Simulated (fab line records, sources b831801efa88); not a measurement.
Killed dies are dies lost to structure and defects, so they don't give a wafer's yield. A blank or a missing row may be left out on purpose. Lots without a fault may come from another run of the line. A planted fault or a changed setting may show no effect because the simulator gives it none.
Which tool did it? | flow gf180mcu | 13 lots, 39 wafers sampled, at 7 steps of a route of 602

WHAT THE GAUGES READ, wafer by wafer
GF_STI_CD_MEAS_12: target cd 220 nm.
lot  | measured    | on        | cd_nm (nm)
L922 | day 2 03:32 | cd_sem-01 | 219.6 220.1 220.9
L923 | day 2 07:30 | cd_sem-01 | 221.8 220.9 222.2
L924 | day 2 13:28 | cd_sem-01 | 219.7 219.0 218.7
L927 | day 3 01:55 | cd_sem-01 | 218.3 217.6 218.5
L933 | day 4 11:20 | cd_sem-02 | 219.5 220.7 220.5
L934 | day 4 15:21 | cd_sem-01 | 219.7 219.4 219.6
L935 | day 4 20:39 | cd_sem-02 | 219.6 219.8 218.9
L936 | day 5 02:04 | cd_sem-02 | 218.4 218.5 218.4
L938 | day 5 12:07 | cd_sem-02 | 221.7 220.6 222.0
L939 | day 5 18:18 | cd_sem-01 | 220.1 219.1 221.3
L943 | day 6 14:43 | cd_sem-01 | 220.7 221.2 221.4
L944 | day 6 18:10 | cd_sem-01 | 220.8 221.2 221.5
L945 | day 7 01:23 | cd_sem-01 | 220.9 222.3 221.9

GF_NWELL_TW_MEAS_11.
lot  | measured    | on            | NWELL_TW
L922 | day 3 08:18 | film_metro-04 | 1567 1571 1586
L923 | day 3 13:51 | film_metro-03 | 1572 1571 1581
L924 | day 3 20:39 | film_metro-01 | 1562 1572 1559
L927 | day 4 09:09 | film_metro-03 | 1583 1585 1592
L933 | day 5 20:13 | film_metro-01 | 1563 1563 1562
L934 | day 6 01:35 | film_metro-01 | 1823 1816 1825
L935 | day 6 08:00 | film_metro-03 | 1867 1852 1860
L936 | day 6 13:05 | film_metro-01 | 1562 1566 1569
L938 | day 7 00:52 | film_metro-04 | 1592 1596 1586
L939 | day 7 06:49 | film_metro-04 | 1583 1585 1581
L943 | day 8 03:39 | film_metro-04 | 1555 1548 1566
L944 | day 8 07:38 | film_metro-01 | 1553 1557 1548
L945 | day 8 16:48 | film_metro-04 | 1569 1567 1570

GF_LVPWELL_TW_MEAS_11.
lot  | measured    | on            | LVPWELL_TW
L922 | day 3 21:12 | film_metro-03 | 560 566 561
L923 | day 4 02:50 | film_metro-03 | 568 567 568
L924 | day 4 10:04 | film_metro-01 | 555 554 553
L927 | day 4 23:08 | film_metro-01 | 554 554 559
L933 | day 6 11:09 | film_metro-04 | 556 555 555
L934 | day 6 17:19 | film_metro-04 | 1368 1362 1363
L935 | day 7 00:11 | film_metro-01 | 1363 1362 1360
L936 | day 7 05:05 | film_metro-04 | 564 562 565
L938 | day 7 17:05 | film_metro-03 | 559 562 561
L939 | day 7 22:22 | film_metro-03 | 563 559 560
L943 | day 8 20:12 | film_metro-04 | 558 558 553
L944 | day 9 00:28 | film_metro-04 | 558 560 561
L945 | day 9 09:19 | film_metro-01 | 553 553 555

GF_MVSD_TW_MEAS_11.
lot  | measured     | on            | MVSD_TW
L922 | day 4 10:36  | film_metro-03 | 1596 1585 1604
L923 | day 4 16:26  | film_metro-01 | 1571 1579 1560
L924 | day 4 23:55  | film_metro-01 | 1569 1564 1571
L927 | day 5 13:08  | film_metro-01 | 1578 1579 1572
L933 | day 7 02:48  | film_metro-04 | 1600 1597 1594
L934 | day 7 09:53  | film_metro-04 | 1859 1859 1853
L935 | day 7 16:41  | film_metro-04 | 1848 1851 1858
L936 | day 7 21:38  | film_metro-03 | 1582 1574 1576
L938 | day 8 10:01  | film_metro-01 | 1556 1560 1558
L939 | day 8 16:04  | film_metro-03 | 1598 1593 1590
L943 | day 9 14:09  | film_metro-01 | 1566 1570 1568
L944 | day 9 17:21  | film_metro-03 | 1582 1584 1589
L945 | day 10 02:50 | film_metro-01 | 1573 1578 1575

GF_SAB_CD_MEAS_09: target cd 420 nm.
lot  | measured     | on        | cd_nm (nm)
L922 | day 15 04:44 | cd_sem-01 | 419.1 418.9 419.6
L923 | day 15 15:30 | cd_sem-02 | 419.7 420.2 417.7
L924 | day 15 19:10 | cd_sem-02 | 424.6 422.3 421.7
L927 | day 16 20:48 | cd_sem-01 | 419.6 424.6 419.8
L933 | day 19 05:11 | cd_sem-01 | 416.8 419.9 416.4
L934 | day 19 14:08 | cd_sem-01 | 421.4 421.1 424.0
L935 | day 19 22:34 | cd_sem-01 | 423.0 422.3 425.0
L936 | day 20 06:02 | cd_sem-01 | 418.1 418.4 418.7
L938 | day 21 04:28 | cd_sem-02 | 420.7 420.0 420.7
L939 | day 21 06:32 | cd_sem-01 | 422.6 424.0 421.3
L943 | day 22 16:07 | cd_sem-01 | 418.4 418.7 418.5
L944 | day 22 19:45 | cd_sem-01 | 419.7 419.7 419.5
L945 | day 23 06:29 | cd_sem-01 | 423.1 420.7 421.9

GF_V1_OVL_MEAS_15.
lot  | measured     | on         | V1_OVL (nm)
L922 | day 18 05:37 | overlay-02 | 8 7 11
L923 | day 18 17:52 | overlay-02 | 3 -5 -1
L924 | day 18 23:29 | overlay-01 | 2 -5 -3
L927 | day 20 01:53 | overlay-01 | 1 -6 3
L933 | day 22 09:59 | overlay-01 | -12 3 -7
L934 | day 23 02:01 | overlay-01 | 0 -2 -6
L935 | day 23 02:22 | overlay-02 | 16 10 15
L936 | day 23 08:46 | overlay-02 | 0 1 0
L938 | day 24 05:56 | overlay-02 | -11 -6 -6
L939 | day 24 08:27 | overlay-01 | -8 -4 2
L943 | day 25 14:54 | overlay-01 | -11 -8 -5
L944 | day 25 18:26 | overlay-02 | -14 -10 -18
L945 | day 26 04:58 | overlay-01 | -2 5 3

WHICH TOOL RAN EACH LOT (tool, then ch and the chambers of the sampled wafers, then the start)
lot  | GF_DNWELL_COAT_02
L922 | litho_track-02 ch 0, day 2 13:05
L923 | litho_track-02 ch 0, day 2 17:51
L924 | litho_track-02 ch 0, day 3 00:50
L927 | litho_track-02 ch 0, day 3 13:36
L933 | litho_track-04 ch 0, day 4 22:45
L934 | litho_track-02, day 5 02:30
L935 | litho_track-01, day 5 08:49
L936 | litho_track-02 ch 0, day 5 14:06
L938 | litho_track-02 ch 0, day 6 00:05
L939 | litho_track-02 ch 0, day 6 06:36
L943 | litho_track-01 ch 0, day 7 02:26
L944 | litho_track-04 ch 0, day 7 06:38
L945 | litho_track-01 ch 0, day 7 15:35
- GF_DNWELL_COAT_02: resist thk 3000 nm.

WHAT THE TOOLS THEMSELVES READ (means of the sampled wafers that have a number; where no wafer has one, the mark that the record gives instead)
GF_DNWELL_COAT_02.
lot  | tool           | chill_plate_temp_C (C) | dispense_pressure_kPa (kPa)
L922 | litho_track-02 | 22.93                  | 47.3
L923 | litho_track-02 | 23.16                  | 47.4
L924 | litho_track-02 | 23.09                  | 47.4
L927 | litho_track-02 | 23.02                  | 47.4
L933 | litho_track-04 | 23.03                  | 50.5
L934 | litho_track-02 | -                      | -
L935 | litho_track-01 | -                      | -
L936 | litho_track-02 | 23.18                  | 47.3
L938 | litho_track-02 | 22.98                  | 47.3
L939 | litho_track-02 | 22.98                  | 47.4
L943 | litho_track-01 | 22.95                  | 48.6
L944 | litho_track-04 | 22.94                  | 50.6
L945 | litho_track-01 | 22.95                  | 48.5

THE ANSWER, worked out from the rows above alone
Rule: what is usual is taken from the lots themselves. Put in order of their means at a reading, lots are off if they are a third of the lots or fewer, leave a main group of 4 or more, and stand apart from it by a gap of 3 or more times the standard deviation of the main group's means; of several such gaps the widest counts. A main group whose means are all the same, to the digits that the tables above print for the reading, isn't used. A lot without any number at a reading at which 4 lots or more have one is off too. The other lots that the step has rows for count as sound. The gauges are gone through in route order, then the tools' own readings, and for those a lot's mean is taken as printed above. The first step at which some lot is off is used, and at that step the reading that is off furthest; a lot without a number counts as furthest.
Off: L934, L935, at GF_NWELL_TW_MEAS_11 (NWELL_TW). The main group: mean 1571, standard deviation 12.
A tool fits if, at a process step before that reading, it ran every lot that is off, and no sound lot after the first of them. The gauges at GF_NWELL_TW_MEAS_11 aren't tried: what is off there is off at GF_MVSD_TW_MEAS_11 too, on other tools, and a gauge's error can't cause that. None of those tried fits.

WHAT THE SIMULATOR HAD PUT IN
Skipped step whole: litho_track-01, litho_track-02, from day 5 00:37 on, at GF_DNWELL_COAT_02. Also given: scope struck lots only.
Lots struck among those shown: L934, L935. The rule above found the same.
